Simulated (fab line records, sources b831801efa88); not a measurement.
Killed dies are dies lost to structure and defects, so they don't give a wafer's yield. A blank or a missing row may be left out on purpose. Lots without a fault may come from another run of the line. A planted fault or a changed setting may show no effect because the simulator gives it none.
Which tool did it? | flow sky130 | 12 lots, 36 wafers sampled, at 4 steps of a route of 708

WHAT THE GAUGES READ, wafer by wafer
SKY_LDD_P_TW_MEAS_11. Usual: LDD_P_TW 629, standard deviation 5.1.
lot  | measured     | on            | LDD_P_TW    | flag
L337 | day 19 12:54 | film_metro-01 | 637 639 635 |
L338 | day 20 02:56 | film_metro-04 | 635 634 630 |
L342 | day 21 18:04 | film_metro-02 | 621 622 625 |
L347 | day 23 15:09 | film_metro-02 | 368 368 371 | OFF
L348 | day 24 01:43 | film_metro-01 | 376 376 375 | OFF
L352 | day 25 09:10 | film_metro-01 | 631 628 632 |
L353 | day 25 10:51 | film_metro-01 | 629 630 632 |
L355 | day 26 10:19 | film_metro-01 | 632 632 634 |
L354 | day 26 14:39 | film_metro-04 | 629 629 633 |
L356 | day 26 15:58 | film_metro-01 | 632 632 630 |
L357 | day 26 23:00 | film_metro-02 | 623 622 622 |
L358 | day 27 04:07 | film_metro-04 | 633 634 632 |

SKY_RES_XHIGH_TW_MEAS_09. Usual: RES_XHIGH_TW 1627, standard deviation 25.
lot  | measured     | on            | RES_XHIGH_TW   | flag
L337 | day 27 04:11 | film_metro-01 | 1629 1640 1632 |
L338 | day 27 14:14 | film_metro-03 | 1665 1664 1652 |
L342 | day 29 05:43 | film_metro-03 | 1654 1662 1654 |
L347 | day 30 22:59 | film_metro-02 | 1600 1601 1602 |
L348 | day 31 07:38 | film_metro-02 | 1606 1623 1603 |
L352 | day 32 12:40 | film_metro-03 | 1676 1669 1663 |
L353 | day 32 16:20 | film_metro-01 | 1654 1651 1656 |
L355 | day 33 12:15 | film_metro-02 | 1592 1590 1589 |
L354 | day 33 15:58 | film_metro-02 | 1592 1597 1597 |
L356 | day 33 16:50 | film_metro-01 | 1649 1644 1642 |
L357 | day 33 22:33 | film_metro-01 | 1656 1646 1650 |
L358 | day 34 04:23 | film_metro-02 | 1605 1606 1595 |

WHICH TOOL RAN EACH LOT (tool, then ch and the chambers of the sampled wafers, then the start)
lot  | SKY_LDD_P_IMPLANT_09            | SKY_LDD_HVP_STRIP_09
L337 | implanter-02 ch 0, day 19 12:39 | plasma_asher-01 ch 0,1, day 22 02:55
L338 | implanter-01 ch 0, day 20 02:41 | plasma_asher-02 ch 0,1, day 22 15:36
L342 | implanter-01 ch 0, day 21 17:49 | plasma_asher-02 ch 0,1, day 24 06:35
L347 | implanter-02 ch 0, day 23 14:54 | plasma_asher-02 ch 0,1, day 26 02:22
L348 | implanter-02 ch 0, day 24 01:30 | plasma_asher-01 ch 0,1, day 26 12:38
L352 | implanter-04 ch 0, day 25 08:55 | plasma_asher-02 ch 0,1, day 27 19:36
L353 | implanter-04 ch 0, day 25 10:36 | plasma_asher-02 ch 0,1, day 27 21:16
L355 | implanter-04 ch 0, day 26 10:04 | plasma_asher-01 ch 0,1, day 28 19:47
L354 | implanter-02 ch 0, day 26 14:26 | plasma_asher-02 ch 0,1, day 28 23:40
L356 | implanter-02 ch 0, day 26 15:45 | plasma_asher-01 ch 0,1, day 29 01:13
L357 | implanter-02 ch 0, day 26 22:47 | plasma_asher-02 ch 0,1, day 29 08:01
L358 | implanter-02 ch 0, day 27 03:54 | plasma_asher-01 ch 0,1, day 29 13:17
- SKY_LDD_P_IMPLANT_09
- SKY_LDD_HVP_STRIP_09: strips in O2/N2.

WHAT THE TOOLS THEMSELVES READ (means of the sampled wafers that have a number; where no wafer has one, the mark that the record gives instead)
SKY_LDD_P_IMPLANT_09. Usual: beam_on_s 10.02 s, standard deviation 0.2; dose_ions_cm2 1.0001e+13, standard deviation 1.2e+10; faraday_current_uA 56.3, standard deviation 1.1.
lot  | tool         | beam_on_s (s) | dose_ions_cm2 | faraday_current_uA | flag
L337 | implanter-02 | 10.07         | 9.9973e+12    | 56.1               |
L338 | implanter-01 | 10.11         | 9.9950e+12    | 55.7               |
L342 | implanter-01 | 10.27         | 1.0006e+13    | 55.0               |
L347 | implanter-02 | 9.95          | 1.8020e+12    | 10.2               | OFF
L348 | implanter-02 | 10.00         | 1.8047e+12    | 10.1               | OFF
L352 | implanter-04 | 9.95          | 9.9967e+12    | 56.7               |
L353 | implanter-04 | 9.94          | 1.0001e+13    | 56.8               |
L355 | implanter-04 | 9.78          | 1.0007e+13    | 57.7               |
L354 | implanter-02 | 10.06         | 9.9987e+12    | 56.1               |
L356 | implanter-02 | 9.99          | 9.9970e+12    | 56.5               |
L357 | implanter-02 | 10.08         | 1.0001e+13    | 56.0               |
L358 | implanter-02 | 9.95          | 9.9827e+12    | 56.6               |

SKY_LDD_HVP_STRIP_09. Usual: drypump_motor_current_A 5.6 A, standard deviation 0.36; o2_flow_sccm 3000 sccm, standard deviation 8.4; oes_product_au 0.408 a.u., standard deviation 0.0046; strip_time_to_endpoint_s 4.140 s, standard deviation 0.015.
lot  | tool            | drypump_motor_current_A (A) | o2_flow_sccm (sccm) | oes_product_au (a.u.) | strip_time_to_endpoint_s (s) | flag
L337 | plasma_asher-01 | 5.6                         | 3007                | 0.413                 | 4.139                        |
L338 | plasma_asher-02 | 5.7                         | 2998                | 0.406                 | 4.133                        |
L342 | plasma_asher-02 | 5.7                         | 2994                | 0.408                 | 4.148                        |
L347 | plasma_asher-02 | 5.7                         | 3000                | 0.408                 | 4.145                        |
L348 | plasma_asher-01 | 5.4                         | 2998                | 0.409                 | 4.156                        |
L352 | plasma_asher-02 | 6.0                         | 3005                | 0.409                 | 4.140                        |
L353 | plasma_asher-02 | 5.9                         | 2998                | 0.408                 | 4.152                        |
L355 | plasma_asher-01 | 5.4                         | 2987                | 0.409                 | 4.142                        |
L354 | plasma_asher-02 | 5.7                         | 2999                | 0.410                 | 4.138                        |
L356 | plasma_asher-01 | 5.6                         | 3006                | 0.410                 | 4.137                        |
L357 | plasma_asher-02 | 5.7                         | 3010                | 0.403                 | 4.114                        |
L358 | plasma_asher-01 | 5.6                         | 2998                | 0.409                 | 4.117                        |

THE ANSWER, worked out from the rows above alone
Rule: a lot is off if the mean of its wafers that have a number lies more than 3 standard deviations from the usual mean. A lot without any number at a reading at which 4 lots or more have one is off too. The other lots that the step has rows for count as sound. The gauges are gone through in route order, then the tools' own readings, and for those a lot's mean is taken as printed above. The first step at which some lot is off is used, and at that step the reading that is off furthest; a lot without a number counts as furthest.
Off: L347, L348, at SKY_LDD_P_TW_MEAS_11 (LDD_P_TW).
A tool fits if, at a process step before that reading, it ran every lot that is off, and no sound lot after the first of them. The gauges at SKY_LDD_P_TW_MEAS_11 aren't tried: what is off there is off at SKY_LDD_P_IMPLANT_09 too, on other tools, and a gauge's error can't cause that. None of those tried fits.

WHAT THE SIMULATOR HAD PUT IN
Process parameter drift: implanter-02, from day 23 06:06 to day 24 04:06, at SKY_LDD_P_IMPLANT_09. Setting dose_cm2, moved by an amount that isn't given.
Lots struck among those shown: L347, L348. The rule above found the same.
